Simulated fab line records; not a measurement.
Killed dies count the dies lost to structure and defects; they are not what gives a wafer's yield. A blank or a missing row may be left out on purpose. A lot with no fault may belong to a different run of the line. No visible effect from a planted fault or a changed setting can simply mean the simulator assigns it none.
A struck lot beside a sound one -- flow sky130 -- 15 steps out of a route of 708
Sound: wafers L107.1, L107.5, L107.6. Wafers struck: L115.1, L115.2, L115.3. Last of all comes the cause.
At each step with rows: each side's tool, then ch and its chambers, then its first start. Under that, the readings that differ: sound wafers -- struck wafers -- difference of the means -- sigmas: that difference in standard deviations of wafers without a fault.
alike: words and numbers the same on both sides, and readings whose means are apart by under 2 such deviations; not compared: readings that were withheld, readings missing a value for some wafer, numbers with overlapping values and no deviation given by the record, and bounds like >300 which may hide the same value.
A row with sigmas, a row that says differs or no value, or rows on one side alone: a step with any of these is where the two part. When numbers do not overlap yet have no deviation, they are printed without sigmas and do not part them. Lack of a reading on every wafer of one side parts them only where that side has two or more wafers.

SKY_LDD_HVN_OVL_MEAS_07:
  struck on overlay-01, day 25 21:43; sound on overlay-02, day 22 08:30
  alike: LDD_HVN_OVL
then, 1 step without rows for these wafers: SKY_LDD_HVN_IMPLANT_08.
SKY_LDD_HVN_STRIP_09: strips in O2/N2.
  sound on plasmaAsher-02 ch 0,1, day 22 08:41; struck on plasmaAsher-02 ch 0,1, day 25 21:55
  alike: drypumpMotorCurrentA, oesProductAu, stripTimeToEndpointS
  not compared: rfHoursCounterH
SKY_LDD_HVN_TW_MEAS_10:
  struck on filmMetro-04, day 25 22:01; sound on filmMetro-02, day 22 08:47
  alike: LDD_HVN_TW
then, 7 steps without rows for these wafers: SKY_LDD_HVP_DEHYDRATE_00 (time 60 s); SKY_LDD_HVP_HMDS_01 (prime time 60 s); SKY_LDD_HVP_COAT_02 (resist thk 300 nm); SKY_LDD_HVP_SOFTBAKE_03 (time 60 s); SKY_LDD_HVP_EXPOSE_04 (exposes mask HVPTM, target cd 700 nm); SKY_LDD_HVP_PEB_05; SKY_LDD_HVP_DEVELOP_06 (develop time 60 s).
SKY_LDD_HVP_OVL_MEAS_07:
  struck on overlay-02, day 27 02:34; sound on overlay-02, day 23 14:43
  alike: LDD_HVP_OVL
SKY_LDD_HVP_IMPLANT_08:
  sound on implanter-04 ch 0, day 23 14:44; struck on implanter-04 ch 0, day 27 02:35
reading,sound,struck,difference,sigmas
doseIonsCm2,1.7006e+13 1.6986e+13 1.6992e+13,1.673e+13 1.6716e+13 1.6731e+13,-2.690e+11,-14
SKY_LDD_HVP_STRIP_09: strips in O2/N2.
  sound on plasmaAsher-01 ch 0,1, day 23 14:53; struck on plasmaAsher-04 ch 0,1, day 27 02:44
  alike: drypumpMotorCurrentA, oesProductAu, stripTimeToEndpointS
  not compared: rfHoursCounterH
-- the record jumps here: 22 days lie between the struck wafers' starts before and after (it left off in module LDD_HVP and takes up again in module PAD_OPEN, whose first step shown is number 708 of the route) --
SKY_PAD_OPEN_PROBE_99:
  struck on prober-01, day 49 10:17; sound on prober-01, day 47 01:10
  alike: killed_at_M0_to_M3, killed_at_M4_up, killedAtContacts, killedAtFrontEnd, killedAtOther, killedDies, killedOpen, killedShort

WHERE THEY PART
Only at SKY_LDD_HVP_IMPLANT_08, within this record. Later steps at which nothing parts them and some readings are alike: SKY_LDD_HVP_STRIP_09, SKY_PAD_OPEN_PROBE_99.

WHY: what had been put in by the simulator
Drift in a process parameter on implanter-04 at SKY_LDD_HVP_IMPLANT_08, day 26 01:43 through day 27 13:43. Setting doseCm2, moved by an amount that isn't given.
